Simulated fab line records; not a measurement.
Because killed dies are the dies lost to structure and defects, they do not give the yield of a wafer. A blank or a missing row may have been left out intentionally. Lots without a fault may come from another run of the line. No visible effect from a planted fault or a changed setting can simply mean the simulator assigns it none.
Chamber matching | flow sky130 | SKY_CONTACT_ETCH_17 on rie diel-01: 4 sister chambers
The step etches SiO2 in C4F8/O2/Ar, stops on Si3N4, target depth 340 nm. 4 wafers are shown with their chamber, then 12 later ones without.

## EACH WAFER AND ITS CHAMBER
wafer  | chamber | oes product au (a.u.)
L088.4 | 1       | 0.901
L092.4 | 3       | 0.887
L092.5 | 0       | 0.887
L092.6 | 2       | 0.888

## WAFERS WHOSE CHAMBER IS MISSING
wafer  | oes product au (a.u.)
L093.1 | 0.881
L093.5 | 0.888
L093.6 | 0.894
L094.3 | 0.898
L094.4 | 0.888
L094.5 | 0.896
L096.1 | 0.889
L096.3 | 0.889
L096.6 | 0.896
L097.1 | 0.893
L097.2 | 0.891
L097.3 | 0.895

## CHAMBER TAKEN BY EACH
wafer  | from the rows above               | in truth
L093.1 | can't be placed: 0 or 3 or 2      | 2
L093.5 | can't be placed: 2 or 0 or 3      | 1
L093.6 | can't be placed: 2 or 0 or 1 or 3 | 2
L094.3 | can't be placed: 1 or 2 or 0 or 3 | 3
L094.4 | can't be placed: 2 or 0 or 3      | 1
L094.5 | can't be placed: 1 or 2 or 0 or 3 | 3
L096.1 | can't be placed: 2 or 0 or 3      | 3
L096.3 | can't be placed: 2 or 0 or 3      | 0
L096.6 | can't be placed: 1 or 2 or 0 or 3 | 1
L097.1 | can't be placed: 2 or 0 or 3 or 1 | 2
L097.2 | can't be placed: 2 or 0 or 3 or 1 | 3
L097.3 | can't be placed: 1 or 2 or 0 or 3 | 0
Correct placement for 0 of the 12. Not placeable from these rows: 12 (in 10, the candidates include the true chamber). Number placed wrongly: 0.
How it was worked out, from the rows above alone: a wafer's distance from a chamber is the root of the sum, over the readings, of the square of ((its reading less the chamber's mean) divided by the reading's scatter). If the next closest chamber is less than 2 further off than the closest, the wafer can't be placed; otherwise it belongs to the closest. For every chamber, the mean is computed from those of its wafers that are shown. The scatter (one wafer shown for each chamber): square how far every hidden wafer sits from the nearest shown wafer, average those squares and take the square root.
